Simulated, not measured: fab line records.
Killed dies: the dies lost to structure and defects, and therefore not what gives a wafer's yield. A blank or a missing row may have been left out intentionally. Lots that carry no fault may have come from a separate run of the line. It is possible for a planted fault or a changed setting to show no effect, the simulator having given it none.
A struck lot beside a sound one :: flow sky130 :: 44 out of 708 route steps
Sound: these wafers, L809.2, L809.3, L809.5. The struck wafers were L812.2, L812.5, L812.6. The cause is named last.
Each step with rows lists, per side, the tool, then ch with its chambers, then its first start. Under that, the readings that differ: sound wafers :: struck wafers :: difference of the means :: sigmas: that difference in standard deviations of wafers without a fault.
alike: readings with means less than 2 such deviations apart, plus words and numbers identical on both sides. not compared: withheld readings, readings lacking a value on some wafer, bounds such as >300 that could conceal the same value, and numbers that have no deviation in the record and whose values overlap.
A row with sigmas, a row that says differs or no value, or rows on one side alone: a step with any of these is where the two part. Numbers that don't overlap but have no deviation are shown without sigmas and don't part them. A reading missing from all wafers of one side parts the sides only when that side holds two or more wafers.

SKY_VIA2_ETCH_15: etches SiO2 in C4F8/O2/Ar, stops on TiN, target depth 546 nm, time 84 s.
  sound on rieDiel-03 ch 1,2, day 37 18:14; struck on rieDiel-02 ch 0,1, day 38 19:49
  alike: oesProductAu
  not compared: rfHoursCounterH
then, 5 steps without rows for these wafers: SKY_VIA2_STRIP_16 (strips in O2/N2); SKY_VIA2_STRIP_17 (strips in post etch residue remover, time 1200 s); SKY_VIA2_CLEAN_18 (cleans in IPA, time 180 s); SKY_VIA2_CLEAN_19 (cleans in O3/DIW); SKY_VIA2_SPUTTER_20 (material TiN, target thk 20 nm, time 80 s).
SKY_VIA2_CVD_21: deposits W, target thk 420 nm, time 126.4 s.
  sound on cvdW-01 ch 0,1, day 37 18:58; struck on cvdW-02 ch 0,1, day 38 20:31
  alike: heaterPowerW
SKY_VIA2_RS_MEAS_22: a four-point-probe measurement.
  sound on filmMetro-04, day 37 19:08; struck on filmMetro-02, day 38 20:41
  alike: VIA2_W_RS
SKY_VIA2_THK_MEAS_23: measures by xrf.
  sound on filmMetro-04, day 37 19:14; struck on filmMetro-02, day 38 20:47
  alike: VIA2_W_THK
then, 1 step without rows for these wafers: SKY_VIA2_CMP_24 (polishes, stops on SiO2, t overpolish 20 s, target thk 0 nm).
SKY_METAL3_SPUTTER_00: material Ti, target thk 15 nm, time 10 s.
  sound on pvdSputter-01, day 37 19:35; struck on pvdSputter-04, day 38 21:08
  alike: throttleValvePct
then, 1 step without rows for these wafers: SKY_METAL3_SPUTTER_01 (material TiN, target thk 20 nm, time 16.7 s).
SKY_METAL3_SPUTTER_02: material AlCu, target thk 735 nm, time 39.1 s.
  sound on pvdSputter-01, day 37 19:38; struck on pvdSputter-04, day 38 21:11
reading: model.AlCu_of_METAL3_SPUTTER_02.thkNm (nm)
sound: 724.2 709.7 724.4
struck: 1024 1017 1023
difference: +302
sigmas: 
  alike: throttleValvePct
SKY_METAL3_SPUTTER_03: material Ti, target thk 5 nm, time 3.3 s.
  sound on pvdSputter-01, day 37 19:40; struck on pvdSputter-04, day 38 21:13
  alike: throttleValvePct
then, 2 steps without rows for these wafers: SKY_METAL3_SPUTTER_04 (material TiN, target thk 70 nm, time 58.3 s); SKY_CAPM_CVD_00 (deposits SiO2, target thk 15.5 nm).
SKY_CAPM_THK_MEAS_01:
  sound on filmMetro-02, day 37 19:46; struck on filmMetro-01, day 38 21:19
  alike: CAPM_CVD_00_THK
then, 1 step without rows for these wafers: SKY_CAPM_SPUTTER_02 (material TiN, target thk 200 nm, time 166.7 s).
SKY_CAPM_RS_MEAS_03: a four-point-probe measurement.
  sound on filmMetro-01, day 37 19:57; struck on filmMetro-01, day 38 21:30
  alike: CAPM_TIN_RS
SKY_CAPM_THK_MEAS_04: measures by xrf.
  sound on filmMetro-01, day 37 20:04; struck on filmMetro-01, day 38 21:37
  alike: CAPM_TIN_THK
then, 7 steps without rows for these wafers: SKY_CAPM_DEHYDRATE_05 (time 60 s); SKY_CAPM_HMDS_06 (prime time 60 s); SKY_CAPM_COAT_07 (resist thk 1140 nm); SKY_CAPM_SOFTBAKE_08 (time 60 s); SKY_CAPM_EXPOSE_09 (exposes mask CAPM, target cd 1000 nm); SKY_CAPM_PEB_10; SKY_CAPM_DEVELOP_11 (develop time 60 s).
SKY_CAPM_OVL_MEAS_12:
  sound on overlay-01, day 38 20:56; struck on overlay-02, day 39 21:16
  alike: CAPM_OVL
then, 1 step without rows for these wafers: SKY_CAPM_METAL_ETCH_13 (etches TiN in Cl2/BCl3, stops on SiO2, target depth 220 nm, time 62.9 s).
SKY_CAPM_STRIP_14: strips in O2/N2.
  sound on plasmaAsher-03 ch 0,1, day 38 21:02; struck on plasmaAsher-01 ch 0,1, day 39 21:23
  alike: drypumpMotorCurrentA, oesProductAu, stripTimeToEndpointS
  not compared: rfHoursCounterH
then, 11 steps without rows for these wafers: SKY_CAPM_STRIP_15 (strips in post etch residue remover, time 1200 s); SKY_CAPM_CLEAN_16 (cleans in IPA, time 180 s); SKY_CAPM_CLEAN_17 (cleans in O3/DIW); SKY_METAL3_DEHYDRATE_05 (time 60 s); SKY_METAL3_HMDS_06 (prime time 60 s); SKY_METAL3_COAT_07 (resist thk 60 nm); SKY_METAL3_COAT_08 (resist thk 1140 nm); SKY_METAL3_SOFTBAKE_09 (time 90 s); SKY_METAL3_EXPOSE_10 (exposes mask MM3, target cd 300 nm); SKY_METAL3_PEB_11; SKY_METAL3_DEVELOP_12 (develop time 58.12 s).
SKY_METAL3_CD_MEAS_13: the cd target is 300 nm.
  sound on cdSem-02, day 39 22:06; struck on cdSem-02, day 40 21:44
  alike: cdNm
SKY_METAL3_METAL_ETCH_18: etches the open film in Cl2/BCl3, stops on SiO2, target depth 845 nm, time 183.1 s.
  sound on rieMetal-02 ch 0,1, day 39 22:23; struck on rieMetal-01 ch 0,1, day 40 22:01
reading: oesProductAu (a.u.)
sound: 0.861 0.849 0.861
struck: 1.003 1.000 0.995
difference: +0.142
sigmas: +20
  alike: drypumpMotorCurrentA, throttleValvePct
  not compared: rfHoursCounterH
-- the record jumps here: 7 days lie between the struck wafers' starts before and after (it left off in module METAL3 and takes up again in module PAD_OPEN, whose first step shown is number 708 of the route) --
SKY_PAD_OPEN_PROBE_99:
  sound on prober-01, day 46 23:32; struck on prober-02, day 47 17:57
reading: hold
sound: - - -
struck: awaitDispo/1.2h/scrap awaitDispo/1.2h/scrap awaitDispo/1.2h/scrap
difference: no value on the sound wafers
sigmas: 

reading: defectLimitedYield (%)
sound: 82.9 84.1 86.4
struck: 5.9 3.7 5.3
difference: -79.5
sigmas: -44

reading: killed_at_M0_to_M3
sound: 41 37 33
struck: 410 426 420
difference: +382
sigmas: +51

reading: killedDies
sound: 84 78 67
struck: 463 474 466
difference: +391
sigmas: +44

reading: killedOnRim
sound: 18 15 14
struck: 89 96 94
difference: +77
sigmas: +20

reading: killedOpen
sound: 42 43 32
struck: 51 50 57
difference: +14
sigmas: +2

reading: sort_bin_5_function (%)
sound: 8.7 8.7 7.5
struck: 87.8 89.2 86.8
difference: +79.6
sigmas: +50

reading: sortNPass
sound: 408 414 425
struck: 29 18 26
difference: -391
sigmas: -43

reading: sortYieldPct (%)
sound: 82.9 84.1 86.4
struck: 5.9 3.7 5.3
difference: -79.5
sigmas: -44
  alike: killed_at_M4_up, killedAtContacts, killedAtFrontEnd, killedAtOther, killedShort, sort_bin_3_pad_short, sort_bin_6_memory

## WHERE THEY PART
Earliest at SKY_METAL3_METAL_ETCH_18; latest, in this record, at SKY_PAD_OPEN_PROBE_99.

WHY: what had been put in by the simulator
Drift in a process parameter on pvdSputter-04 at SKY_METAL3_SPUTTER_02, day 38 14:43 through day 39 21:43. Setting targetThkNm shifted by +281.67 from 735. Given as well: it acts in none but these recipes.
